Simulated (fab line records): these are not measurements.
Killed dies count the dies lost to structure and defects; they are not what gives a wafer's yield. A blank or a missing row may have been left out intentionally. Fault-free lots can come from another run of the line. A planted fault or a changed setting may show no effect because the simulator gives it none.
fab line records -- flow sky130
[record] lots = 6, wafers = 18, lastDay = 49
route steps=708 shown SPACER@306 POLY_CUT@307 PAD_OPEN@708
lots with no fault: from the same line, run without faults
startH: hours from the record's first day to the start of the lot's first wafer shown -- waitH: hours since the lot's step before -- " identical to the entry in the row above -- L1.1+2: several wafers, shown together as one row -- - no value, or no start was given -- * or withheld: withheld -- < > ~ a bound
route shown NAME@n: names a module that has steps shown in the file, with the first one's number in the route -- usual: mean/standard deviation of fault-free wafers -- same: alike in all rows -- chamber/n: place in a boat -- sites: the reading at each site -- _std_site: their standard deviation -- _edge_site: the outer-site mean with the inner-site mean subtracted -- radiusMm: for every site, how far away it sits from the centre of the wafer -- mask NAME#n: copy n -- behind: the last tool/chamber to shape the wafer -- hold: cause of the lot's hold/its duration in hours/its outcome -- device: which transistor (n, p or np) failed to switch -- end of line: the route-end tests of the same wafers -- where a step has no rows: the recipe by itself -- killed: not the wafer's yield, but the dies lost to structure and defects at the first sort -- map: shows each die of a wafer: x if killed, . if not, _ if none is there
set.NAME: setting as actually run; set.NAME@STEP: the setting as run at that earlier step -- model.NAME: the simulator's own value behind a step, which no gauge read
a table for each step, a row for each wafer; lots at some steps of the route
services: a tool's chamber out of use, with start hour (startH, from the record's first day; less than 0 if before it), hours out, and reason
[[steps]]
[step SKY_SPACER_ETCHBACK_02]
[recipe] chemistry = CH3F/O2, target = Si3N4, stopOn = SiO2, sourceW = 400, biasW = 80, pressureMtorr = 25, ch3fFlowSccm = 40, O2_flow_sccm = 30, timeS = 46.7, targetDepthA = 450
[usual] drypumpMotorCurrentA = 5.7/0.48, oesProductAu = 0.854/0.007, throttleValvePct = 10.561/0.0091
lot.wafer,tool,chamber,startH,waitH,drypumpMotorCurrentA,oesProductAu,rfHoursCounterH,throttleValvePct
L846.1,rieDiel-04,0,544.14,0.1,5.0,0.858,31,10.571
L846.3,rieDiel-04,1,544.14,0.1,5.9,0.854,1,10.564
L846.5,rieDiel-04,1,544.14,0.1,5.9,0.867,-,10.558
L855.1,rieDiel-01,2,623.77,0.1,5.2,0.855,6,10.567
L855.3,rieDiel-01,3,623.77,0.1,6.4,0.854,-,10.567
L855.4,rieDiel-01,2,623.77,0.1,5.2,0.856,-,10.563
L856.1,rieDiel-04,0,629.55,0.1,4.9,0.860,32,10.549
L856.5,rieDiel-04,3,629.55,0.1,5.4,0.866,-,10.556
L856.6,rieDiel-04,2,629.55,0.1,5.7,0.851,-,10.566
L858.2,rieDiel-01,0,651.42,0.0,5.8,0.843,42,10.565
L858.4,rieDiel-01,3,651.42,0.0,6.4,0.852,-,10.581
L858.6,rieDiel-01,0,651.42,0.0,5.7,0.850,-,10.549
L859.1,rieDiel-02,2,655.18,0.1,6.1,0.852,16,10.560
L859.3,rieDiel-02,1,655.18,0.1,5.4,0.865,19,10.578
L859.6,rieDiel-02,3,655.18,0.1,5.2,0.866,-,10.571
L863.2,rieDiel-01,3,693.55,0.0,6.3,0.861,30,10.550
L863.3,rieDiel-01,1,693.55,0.0,6.4,0.854,9,10.559
L863.6,rieDiel-01,1,693.55,0.0,6.4,0.854,-,10.578
[step SKY_POLY_CUT_DEHYDRATE_00]
[recipe] tempC = 200, timeS = 60
[step SKY_POLY_CUT_HMDS_01]
[recipe] primeTimeS = 60, primeTempC = 120
[step SKY_POLY_CUT_COAT_02]
[recipe] resist = BARC, tempC = withheld, timeS = withheld, spinRpm = 3000, resistThkNm = 60
[step SKY_POLY_CUT_COAT_03]
[recipe] resist = KrF-thick, spinRpm = 3000, resistThkNm = 450
[step SKY_POLY_CUT_SOFTBAKE_04]
[recipe] tempC = 100, timeS = 90, resist = KrF-thick
[step SKY_POLY_CUT_EXPOSE_05]
[recipe] maskId = NPCM, na = 0.8, sourceShape = annular, sigmaInner = 0.55, sigmaOuter = 0.85, targetCdNm = 270, doseMj = 32
[step SKY_POLY_CUT_PEB_06]
[recipe] pebTempC = withheld, pebTimeS = withheld, resist = KrF-thick
[step SKY_POLY_CUT_DEVELOP_07]
[recipe] developTimeS = 60, resist = KrF-thick, devTempC = 21
[step SKY_POLY_CUT_CD_MEAS_08]
[recipe] targetCdNm = 270
[usual] cdNm = 269.9/1.4
lot.wafer,tool,chamber,startH,waitH,cdNm
L846.1,cdSem-01,-,574.25,-,269.5
L846.3,cdSem-01,-,574.25,-,268.1
L846.5,cdSem-01,-,574.25,-,269.3
L855.1,cdSem-02,-,652.84,-,267.1
L855.3,cdSem-02,-,652.84,-,267.7
L855.4,cdSem-02,-,652.84,-,267.2
L856.1,cdSem-02,-,658.00,-,272.0
L856.5,cdSem-02,-,658.00,-,271.4
L856.6,cdSem-02,-,658.00,-,272.8
L858.2,cdSem-02,-,680.01,-,268.9
L858.4,cdSem-02,-,680.01,-,269.2
L858.6,cdSem-02,-,680.01,-,270.0
L859.1,cdSem-01,-,683.65,-,269.9
L859.3,cdSem-01,-,683.65,-,272.3
L859.6,cdSem-01,-,683.65,-,269.8
L863.2,cdSem-01,-,721.36,-,270.1
L863.3,cdSem-01,-,721.36,-,269.5
L863.6,cdSem-01,-,721.36,-,269.2
[step SKY_POLY_CUT_OVL_MEAS_09]
[usual] POLY_CUT_OVL = -2/6.2
lot.wafer,tool,chamber,startH,waitH,POLY_CUT_OVL[nm]
L846.1,overlay-02,-,574.37,0.1,-4
L846.3,overlay-02,-,574.37,0.1,-5
L846.5,overlay-02,-,574.37,0.1,-8
L855.1,overlay-02,-,652.96,0.1,0
L855.3,overlay-02,-,652.96,0.1,0
L855.4,overlay-02,-,652.96,0.1,7
L856.1,overlay-02,-,658.12,0.1,-4
L856.5,overlay-02,-,658.12,0.1,-8
L856.6,overlay-02,-,658.12,0.1,-1
L858.2,overlay-02,-,680.12,0.1,5
L858.4,overlay-02,-,680.12,0.1,3
L858.6,overlay-02,-,680.12,0.1,3
L859.1,overlay-02,-,683.77,0.1,1
L859.3,overlay-02,-,683.77,0.1,-3
L859.6,overlay-02,-,683.77,0.1,-5
L863.2,overlay-01,-,721.47,0.1,7
L863.3,overlay-01,-,721.47,0.1,1
L863.6,overlay-01,-,721.47,0.1,4
[step SKY_POLY_CUT_ETCH_10]
[recipe] chemistry = N2/H2, target = BARC, ionEnergyEv = 200, sourceW = 500, biasW = 100, pressureMtorr = 30, n2FlowSccm = 100, h2FlowSccm = 200, stopOn = SiO2, timeS = 45.9, targetDepthA = 600
[usual] biasW = 100.0/0.33, chamberPressureMTorr = 30.00/0.041, drypumpMotorCurrentA = 5.6/0.44, h2FlowSccm = 200.0/0.65, oesProductAu = 0.855/0.0047, throttleValvePct = 13.224/0.0097
lot.wafer,tool,chamber,startH,waitH,biasW,chamberPressureMTorr,drypumpMotorCurrentA,h2FlowSccm,oesProductAu,rfHoursCounterH,throttleValvePct
L846.1,rieDiel-02,1,574.41,0.0,99.9,29.99,5.4,200.3,0.855,17,13.214
L846.3,rieDiel-02,2,574.41,0.0,99.9,30.01,6.1,199.7,0.852,14,13.222
L846.5,rieDiel-02,3,574.41,0.0,100.1,30.02,5.2,201.1,0.857,-,13.221
L855.1,rieDiel-04,0,653.00,0.0,100.0,30.00,4.9,199.9,0.853,32,13.232
L855.3,rieDiel-04,2,653.00,0.0,100.2,30.02,5.8,200.5,0.854,9,13.214
L855.4,rieDiel-04,1,653.00,0.0,99.4,30.00,6.0,200.6,0.859,2,13.235
L856.1,rieDiel-04,0,658.16,0.0,99.9,30.02,4.9,201.1,0.859,33,13.230
L856.5,rieDiel-04,3,658.16,0.0,100.2,30.02,5.3,200.7,0.863,-,13.231
L856.6,rieDiel-04,2,658.16,0.0,99.8,29.99,5.7,200.2,0.861,-,13.221
L858.2,rieDiel-03,1,680.15,0.0,99.9,29.98,5.2,199.4,0.857,5,13.233
L858.4,rieDiel-03,0,680.15,0.0,100.8,30.01,6.0,201.2,0.848,4,13.224
L858.6,rieDiel-03,3,680.15,0.0,100.3,30.02,5.4,200.9,0.853,-,13.229
L859.1,rieDiel-02,3,683.81,0.0,99.9,29.95,5.2,199.8,0.854,2,13.217
L859.3,rieDiel-02,0,683.81,0.0,99.9,30.00,6.2,200.0,0.858,4,13.221
L859.6,rieDiel-02,0,683.81,0.0,99.7,30.02,6.2,199.3,0.854,-,13.221
L863.2,rieDiel-04,0,721.50,0.0,99.9,30.05,5.0,199.4,0.866,34,13.228
L863.3,rieDiel-04,1,721.50,0.0,99.9,30.05,6.0,200.0,0.847,3,13.210
L863.6,rieDiel-04,0,721.50,0.0,99.8,29.95,5.0,198.4,0.856,-,13.230
[step SKY_POLY_CUT_ETCH_11]
[recipe] target = Si3N4, chemistry = CF4/CH2F2/Ar, stopOn = poly-Si, sourceW = 600, biasW = 150, pressureMtorr = 40, cf4FlowSccm = 40, ch2f2FlowSccm = 20, Ar_flow_sccm = 150, timeS = 42.5, targetDepthA = 600
[usual] biasW = 150.1/0.47, cf4FlowSccm = 39.98/0.12, ch2f2FlowSccm = 19.99/0.061, drypumpMotorCurrentA = 5.6/0.43, oesProductAu = 0.833/0.006, throttleValvePct = 14.995/0.0087
lot.wafer,tool,chamber,startH,waitH,biasW,cf4FlowSccm,ch2f2FlowSccm,drypumpMotorCurrentA,oesProductAu,rfHoursCounterH,throttleValvePct
L846.1,rieDiel-02,1,574.45,0.0,150.8,39.98,20.09,5.4,0.833,17,14.999
L846.3,rieDiel-02,2,574.45,0.0,150.6,40.02,20.05,6.0,0.839,14,15.000
L846.5,rieDiel-02,3,574.45,0.0,150.7,40.17,19.95,5.2,0.832,-,14.990
L855.1,rieDiel-04,0,653.04,0.0,-,-,-,-,-,-,-
L855.3,rieDiel-04,2,653.04,0.0,-,-,-,-,-,-,-
L855.4,rieDiel-04,1,653.04,0.0,-,-,-,-,-,-,-
L856.1,rieDiel-04,0,658.20,0.0,-,-,-,-,-,-,-
L856.5,rieDiel-04,3,658.20,0.0,-,-,-,-,-,-,-
L856.6,rieDiel-04,2,658.20,0.0,-,-,-,-,-,-,-
L858.2,rieDiel-03,1,680.19,0.0,149.9,39.97,19.99,5.2,0.841,5,14.998
L858.4,rieDiel-03,0,680.19,0.0,149.7,40.13,19.87,6.0,0.833,4,14.979
L858.6,rieDiel-03,3,680.19,0.0,149.5,40.02,19.98,5.4,0.830,-,14.999
L859.1,rieDiel-02,3,683.85,0.0,150.4,40.04,19.99,5.2,0.829,2,14.983
L859.3,rieDiel-02,0,683.85,0.0,149.7,39.90,20.03,6.2,0.831,4,14.993
L859.6,rieDiel-02,0,683.85,0.0,149.7,39.88,20.09,6.2,0.828,-,15.000
L863.2,rieDiel-04,0,721.54,0.0,151.0,40.15,20.00,5.0,0.821,34,14.993
L863.3,rieDiel-04,1,721.54,0.0,150.6,40.19,20.09,6.0,0.831,3,15.007
L863.6,rieDiel-04,0,721.54,0.0,150.2,40.12,20.04,5.0,0.837,-,15.007
[step SKY_POLY_CUT_STRIP_12]
[recipe] chemistry = O2/N2, powerW = 1400, pressureMtorr = 1500, platenTempC = withheld, o2FlowSccm = 3000, n2FlowSccm = 300, overashFraction = 0.5
[usual] drypumpMotorCurrentA = 5.76/0.28, oesProductAu = 0.453/0.0045, stripTimeToEndpointS = 5.365/0.016
lot.wafer,tool,chamber,startH,waitH,drypumpMotorCurrentA,oesProductAu,rfHoursCounterH,stripTimeToEndpointS
L846.1,plasmaAsher-04,1,574.49,0.0,5.24,0.448,69,5.347
L846.3,plasmaAsher-04,0,574.49,0.0,5.99,0.448,-,5.344
L846.5,plasmaAsher-04,0,574.49,0.0,6.02,0.460,-,5.343
L855.1,plasmaAsher-03,0,653.08,0.0,5.82,0.444,57,5.373
L855.3,plasmaAsher-03,1,653.08,0.0,5.70,0.454,-,5.380
L855.4,plasmaAsher-03,0,653.08,0.0,5.81,0.453,-,5.373
L856.1,plasmaAsher-03,1,658.24,0.0,5.72,0.459,58,5.364
L856.5,plasmaAsher-03,1,658.24,0.0,5.71,0.454,-,5.380
L856.6,plasmaAsher-03,0,658.24,0.0,5.83,0.451,-,5.384
L858.2,plasmaAsher-04,0,680.23,0.0,6.01,0.451,77,5.355
L858.4,plasmaAsher-04,1,680.23,0.0,5.29,0.456,-,5.367
L858.6,plasmaAsher-04,1,680.23,0.0,5.30,0.452,-,5.357
L859.1,plasmaAsher-02,1,683.89,0.0,6.06,0.454,24,5.362
L859.3,plasmaAsher-02,1,683.89,0.0,6.06,0.460,-,5.356
L859.6,plasmaAsher-02,1,683.89,0.0,6.08,0.454,-,5.348
L863.2,plasmaAsher-04,1,721.58,0.0,5.25,0.450,82,5.377
L863.3,plasmaAsher-04,0,721.58,0.0,6.00,0.458,-,5.391
L863.6,plasmaAsher-04,0,721.58,0.0,5.99,0.453,-,5.387
[step SKY_PAD_OPEN_PROBE_99]
[usual] killed_at_M0_to_M3 = 43/6.8, killed_at_M4_up = 3.2/1.7, killedAtContacts = 24/5.7, killedAtFrontEnd = 16/4.3, killedAtOther = 0.3/0.56, killedDies = 86/9.5, killedOnRim = 16/3.6, killedOpen = 47/6.9, killedShort = 39/5.8
[same] grossDies = 492, killedAtBackSide = 0
lot.wafer,tool,chamber,startH,waitH,hold,killed_at_M0_to_M3,killed_at_M4_up,killedAtContacts,killedAtFrontEnd,killedAtOther,killedDies,killedOnRim,killedOpen,killedShort
L846.1,prober-01,-,1086.32,0.1,-,48,2,21,17,1,89,17,55,34
L846.3,prober-01,-,1086.42,0.2,-,36,1,23,7,0,67,9,41,26
L846.5,prober-01,-,1086.52,0.2,-,36,5,29,13,0,83,16,48,35
L855.1,prober-02,-,1138.17,0.1,awaitDispo/2.2h/scrap,44,6,19,422,1,492,96,48,33
L855.3,prober-02,-,1138.27,0.2,awaitDispo/2.2h/scrap,47,1,16,428,0,492,96,39,36
L855.4,prober-02,-,1138.32,0.2,awaitDispo/2.2h/scrap,37,2,18,435,0,492,96,49,26
L856.1,prober-01,-,1142.63,0.1,awaitDispo/9.2h/scrap,60,4,20,408,0,492,96,45,47
L856.5,prober-01,-,1142.83,0.2,awaitDispo/9.2h/scrap,41,4,29,418,0,492,96,48,44
L856.6,prober-01,-,1142.88,0.2,awaitDispo/9.2h/scrap,35,2,33,422,0,492,96,45,33
L858.2,prober-01,-,1157.41,0.1,-,33,5,28,15,0,81,15,50,31
L858.4,prober-01,-,1157.51,0.2,-,41,3,37,20,0,101,15,50,51
L858.6,prober-01,-,1157.61,0.2,-,48,3,24,15,0,90,17,56,34
L859.1,prober-02,-,1158.67,0.1,-,45,3,27,9,0,84,12,46,38
L859.3,prober-02,-,1158.77,0.2,-,42,3,25,10,0,80,13,50,30
L859.6,prober-02,-,1158.92,0.2,-,40,4,20,24,0,88,13,47,41
L863.2,prober-02,-,1185.32,0.1,-,40,3,32,23,1,99,16,56,42
L863.3,prober-02,-,1185.37,0.2,-,45,3,25,19,0,92,21,49,43
L863.6,prober-02,-,1185.52,0.2,-,47,5,27,19,0,98,18,54,44
// killed by level:class
L846.1 VIA1:geometricParticle:open=12 CONTACT:geometricParticle:open=11 VIA1:geometricParticle:short=10 VIA3:geometricParticle:open=7 FIELD_ISO:geometricParticle:open=6 VIA2:geometricParticle:open=6 LI_CONTACT:geometricParticle:open=4 METAL1:geometricParticle:short=4
L846.3 CONTACT:geometricParticle:open=8 LI_CONTACT:geometricParticle:open=8 VIA2:geometricParticle:open=7 METAL1:geometricParticle:short=5 VIA1:geometricParticle:open=5 METAL1:geometricParticle:open=4 FIELD_ISO:geometricParticle:short=3 METAL2:geometricParticle:open=3
L846.5 VIA1:geometricParticle:open=11 CONTACT:geometricParticle:open=9 LI_CONTACT:geometricParticle:open=8 VIA1:geometricParticle:short=8 VIA2:geometricParticle:open=7 CONTACT:geometricParticle:short=5 POLY_GATE:geometricParticle:short=4 METAL2:geometricParticle:short=4
L855.1 POLY_CUT:areaEtch=411 VIA1:geometricParticle:open=14 VIA2:geometricParticle:short=7 CONTACT:geometricParticle:open=6 LI_CONTACT:geometricParticle:open=6 VIA2:geometricParticle:open=6 LOCAL_INTERCONNECT:geometricParticle:short=5 METAL1:geometricParticle:short=5
L855.3 POLY_CUT:areaEtch=417 VIA2:geometricParticle:open=12 METAL1:geometricParticle:short=7 VIA1:geometricParticle:open=7 CONTACT:geometricParticle:open=6 VIA3:geometricParticle:open=6 SPACER:geometricParticle:open=4 METAL3:geometricParticle:short=4
L855.4 POLY_CUT:areaEtch=417 VIA2:geometricParticle:open=11 FIELD_ISO:geometricParticle:open=9 CONTACT:geometricParticle:open=9 METAL1:geometricParticle:short=7 METAL2:geometricParticle:short=6 LI_CONTACT:geometricParticle:open=5 VIA3:geometricParticle:open=4
L856.1 POLY_CUT:areaEtch=400 VIA1:geometricParticle:open=11 METAL2:geometricParticle:short=8 VIA2:geometricParticle:open=8 LI_CONTACT:geometricParticle:open=6 VIA3:geometricParticle:short=6 CONTACT:geometricParticle:open=5 VIA3:geometricParticle:open=5
L856.5 POLY_CUT:areaEtch=399 CONTACT:geometricParticle:open=17 VIA1:geometricParticle:open=9 VIA1:geometricParticle:short=9 FIELD_ISO:geometricParticle:short=7 VIA2:geometricParticle:open=6 CONTACT:geometricParticle:short=4 METAL1:geometricParticle:short=4
L856.6 POLY_CUT:areaEtch=414 VIA1:geometricParticle:open=12 CONTACT:geometricParticle:open=11 LI_CONTACT:geometricParticle:open=8 LOCAL_INTERCONNECT:geometricParticle:short=6 CONTACT:geometricParticle:short=5 VIA3:geometricParticle:open=5 VIA1:geometricParticle:short=4
L858.2 VIA1:geometricParticle:open=10 CONTACT:geometricParticle:open=9 LI_CONTACT:geometricParticle:open=8 CONTACT:geometricParticle:short=6 VIA1:geometricParticle:short=5 VIA2:geometricParticle:open=5 FIELD_ISO:geometricParticle:short=4 VIA3:geometricParticle:short=4
L858.4 LI_CONTACT:geometricParticle:open=10 CONTACT:geometricParticle:open=10 VIA1:geometricParticle:open=8 VIA2:geometricParticle:open=7 POLY_GATE:geometricParticle:short=6 CONTACT:geometricParticle:short=6 FIELD_ISO:geometricParticle:short=5 LOCAL_INTERCONNECT:geometricParticle:short=5
L858.6 VIA1:geometricParticle:open=14 LI_CONTACT:geometricParticle:open=10 VIA3:geometricParticle:open=8 CONTACT:geometricParticle:open=7 METAL2:geometricParticle:short=7 POLY_GATE:geometricParticle:open=5 VIA2:geometricParticle:open=5 METAL1:geometricParticle:short=5
L859.1 VIA1:geometricParticle:open=14 VIA3:geometricParticle:open=8 LI_CONTACT:geometricParticle:open=7 VIA1:geometricParticle:short=7 CONTACT:geometricParticle:open=6 CONTACT:geometricParticle:short=5 LOCAL_INTERCONNECT:geometricParticle:short=5 FIELD_ISO:geometricParticle:short=4
L859.3 VIA1:geometricParticle:open=18 CONTACT:geometricParticle:open=13 LOCAL_INTERCONNECT:geometricParticle:short=6 VIA3:geometricParticle:open=5 LI_CONTACT:geometricParticle:open=4 VIA1:geometricParticle:short=4 FIELD_ISO:geometricParticle:short=3 POLY_GATE:geometricParticle:open=3
L859.6 CONTACT:geometricParticle:open=11 VIA1:geometricParticle:open=9 FIELD_ISO:geometricParticle:short=7 METAL2:geometricParticle:short=6 VIA2:geometricParticle:open=6 FIELD_ISO:geometricParticle:open=5 LOCAL_INTERCONNECT:geometricParticle:short=5 METAL3:geometricParticle:short=5
L863.2 CONTACT:geometricParticle:open=15 LI_CONTACT:geometricParticle:open=10 VIA1:geometricParticle:open=9 FIELD_ISO:geometricParticle:short=8 METAL1:geometricParticle:short=6 POLY_GATE:geometricParticle:open=5 FIELD_ISO:geometricParticle:open=4 VIA1:geometricParticle:short=4
L863.3 LI_CONTACT:geometricParticle:open=8 CONTACT:geometricParticle:open=8 VIA3:geometricParticle:open=8 POLY_GATE:geometricParticle:short=6 METAL2:geometricParticle:short=6 VIA1:geometricParticle:open=6 FIELD_ISO:geometricParticle:open=5 METAL1:geometricParticle:short=5
L863.6 VIA3:geometricParticle:open=14 CONTACT:geometricParticle:open=12 VIA2:geometricParticle:short=7 FIELD_ISO:geometricParticle:open=6 POLY_GATE:geometricParticle:short=6 LI_CONTACT:geometricParticle:open=5 LOCAL_INTERCONNECT:geometricParticle:short=5 METAL1:geometricParticle:short=5
// map L855.1 (x killed, . not)
__________xxxxxxxxxx_________
________xxxxxxxxxxxxxx_______
______xxxxxxxxxxxxxxxxxx_____
_____xxxxxxxxxxxxxxxxxxxx____
____xxxxxxxxxxxxxxxxxxxxxx___
___xxxxxxxxxxxxxxxxxxxxxxxx__
__xxxxxxxxxxxxxxxxxxxxxxxxxx_
_xxxxxxxxxxxxxxxxxxxxxxxxxxxx
_xxxxxxxxxxxxxxxxxxxxxxxxxxxx
_xxxxxxxxxxxxxxxxxxxxxxxxxxxx
_xxxxxxxxxxxxxxxxxxxxxxxxxxxx
_xxxxxxxxxxxxxxxxxxxxxxxxxxxx
_xxxxxxxxxxxxxxxxxxxxxxxxxxxx
_xxxxxxxxxxxxxxxxxxxxxxxxxxxx
_xxxxxxxxxxxxxxxxxxxxxxxxxxxx
__xxxxxxxxxxxxxxxxxxxxxxxxxx_
___xxxxxxxxxxxxxxxxxxxxxxxx__
____xxxxxxxxxxxxxxxxxxxxxx___
_____xxxxxxxxxxxxxxxxxxxx____
______xxxxxxxxxxxxxxxxxx_____
________xxxxxxxxxxxxxx_______
__________xxxxxxxxxx_________
// map L856.1 (x killed, . not)
__________xxxxxxxxxx_________
________xxxxxxxxxxxxxx_______
______xxxxxxxxxxxxxxxxxx_____
_____xxxxxxxxxxxxxxxxxxxx____
____xxxxxxxxxxxxxxxxxxxxxx___
___xxxxxxxxxxxxxxxxxxxxxxxx__
__xxxxxxxxxxxxxxxxxxxxxxxxxx_
_xxxxxxxxxxxxxxxxxxxxxxxxxxxx
_xxxxxxxxxxxxxxxxxxxxxxxxxxxx
_xxxxxxxxxxxxxxxxxxxxxxxxxxxx
_xxxxxxxxxxxxxxxxxxxxxxxxxxxx
_xxxxxxxxxxxxxxxxxxxxxxxxxxxx
_xxxxxxxxxxxxxxxxxxxxxxxxxxxx
_xxxxxxxxxxxxxxxxxxxxxxxxxxxx
_xxxxxxxxxxxxxxxxxxxxxxxxxxxx
__xxxxxxxxxxxxxxxxxxxxxxxxxx_
___xxxxxxxxxxxxxxxxxxxxxxxx__
____xxxxxxxxxxxxxxxxxxxxxx___
_____xxxxxxxxxxxxxxxxxxxx____
______xxxxxxxxxxxxxxxxxx_____
________xxxxxxxxxxxxxx_______
__________xxxxxxxxxx_________
[[services]]
tool,chamber,startH,hours,kind
rieDiel-02,3,544.06,13.6,repair
rieDiel-03,1,553.15,2.5,repair
rieDiel-01,0,611.65,12.4,repair
rieDiel-01,1,613.92,12.3,repair
rieDiel-02,3,615.49,12.8,repair
rieDiel-03,0,623.10,2.2,repair
plasmaAsher-04,-,629.48,9.2,pm
rieDiel-02,3,636.02,2.0,repair
rieDiel-02,0,638.43,12.6,repair
rieDiel-01,1,651.35,8.0,repair
plasmaAsher-04,-,659.49,3.7,repair
rieDiel-01,0,673.91,5.5,repair
rieDiel-04,2,692.67,9.4,repair
plasmaAsher-03,-,712.87,3.2,repair
rieDiel-02,-,718.04,2.6,repair
[[key]]
[firstSign] step = SKY_POLY_CUT_ETCH_11, reading = toolRecord, direction = missing
[effect] step = SKY_PAD_OPEN_PROBE_99, reading = killedAtFrontEnd, direction = up, sigmas = 95, usual = 16, struck = 422
[moreKillsBornAt] SKY_POLY_CUT_ETCH_11@rieDiel-04 = 2458
metAt SKY_POLY_CUT_ETCH_11
struckWafers L855.1,L855.3,L855.4,L856.1,L856.5,L856.6
laterRowsLeftOut L855.1,L855.3,L855.4,L856.1,L856.5,L856.6
testerLeftOut L855,L856
[fault] kind = skippedStepWhole, tool = rieDiel-04, chamber = -, onsetH = 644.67, steps = SKY_POLY_CUT_ETCH_11, scope = struckLotsOnly
// testerLeftOut: of these lots the tester's yield and bins aren't shown, on N5 and GAA mostly nor the transistor test; their killed dies are dies lost to structure and defects alone, not to doping, threshold or leakage, so they don't give the yield
// laterRowsLeftOut: the simulator's readings of these wafers behind a module that went badly wrong aren't trusted and aren't shown, but for the sort
